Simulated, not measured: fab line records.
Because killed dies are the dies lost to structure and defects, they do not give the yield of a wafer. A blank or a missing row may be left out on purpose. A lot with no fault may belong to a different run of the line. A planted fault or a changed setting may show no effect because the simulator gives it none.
Problem report, 8D (eight disciplines) form, completed by code    flow gf180mcu    the parts of the form that need people (team, actions taken, sign-off) are left out

== 1. WHAT IS WRONG ==
Mean of runLengthS at GF_SALICIDE_RTA_08: 110.84 s across 4 wafers in 2 lots; on wafers with no fault it is 58.46 s (standard deviation 0.25). That is +99 or more standard deviations from the usual mean.
The step: time 30 s.
First seen on wafer L787.3, day 20 22:17, on rtpAnneal-02. The record holds 42 wafers of 14 lots with a number at this step. Rule for "out" (also "out of limits"): further than 4 standard deviations from the usual mean. The other wafers with a number count as sound.

== 2. WHAT IT IS, WHAT IT ISN'T ==
question                     is                              is not
which readings at this step  runLengthS                      lampPowerPct, wafer_temp_C_max
which lots                   L787, L788                      L772, L773, L775, L778, L781, L782, L784, L786, L789, L790, L791, L792
which wafers of those lots   L787.3, L787.4, L788.3, L788.4  L787.2, L788.1
read on which tools          rtpAnneal-02                    rtpAnneal-01
when                         from day 20 22:17               up to then (25 sound wafers); but 13 sound wafers of L788, L789, L790, L791, L792 came after

== 3. THE SUSPECTS, EACH WITH WHAT RULES IT OUT ==
Counting: a tool at a process step up to the reading stays a suspect if it ran every lot that is out. Sound lots after the first of them don't rule it out here, since some wafers of a struck lot are sound.
- rtpAnneal-02 at GF_SALICIDE_RTA_08 (time 30 s): kept. It ran every lot that is out, first L787 (day 20 22:17); its last sound lot up to then is L786 (day 20 20:26). Its own readings are out on those wafers: runLengthS.
The count leaves rtpAnneal-02 at GF_SALICIDE_RTA_08.

== 4. THE CAUSE (what the simulator had put in) ==
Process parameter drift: rtpAnneal-02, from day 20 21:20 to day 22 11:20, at GF_SALICIDE_RTA_08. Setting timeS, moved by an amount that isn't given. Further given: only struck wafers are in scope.
This tool alone remained once counting was done.

== 5. SEQUENCE OF EFFECTS, ordered by route ==
Each row: a reading where the mean over the struck wafers with a number is more than 3 standard deviations away from the usual. Only readings for which the record gives a usual standard deviation are gone through. hours: the time from each lot's start at the first step in this table that gives one to its start at this step, as a median over the lots. sigmas: the change in usual standard deviations.
hours  step                reading     usual    on struck wafers  change  sigmas
0      GF_SALICIDE_RTA_08  runLengthS  58.46 s  110.84            +52.38  +99 or more
The process steps in it:
- GF_SALICIDE_RTA_08: time 30 s.
Later steps that measure or inspect, where all struck wafers having a row at the step show a number for every such reading and not one has moved that far: GF_CONTACT_CD_MEAS_14.

== 6. HOW IT WOULD HAVE BEEN CAUGHT EARLIER ==
In this record the first reading out of limits was taken at day 20 22:17, 1 hour after the fault began at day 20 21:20.
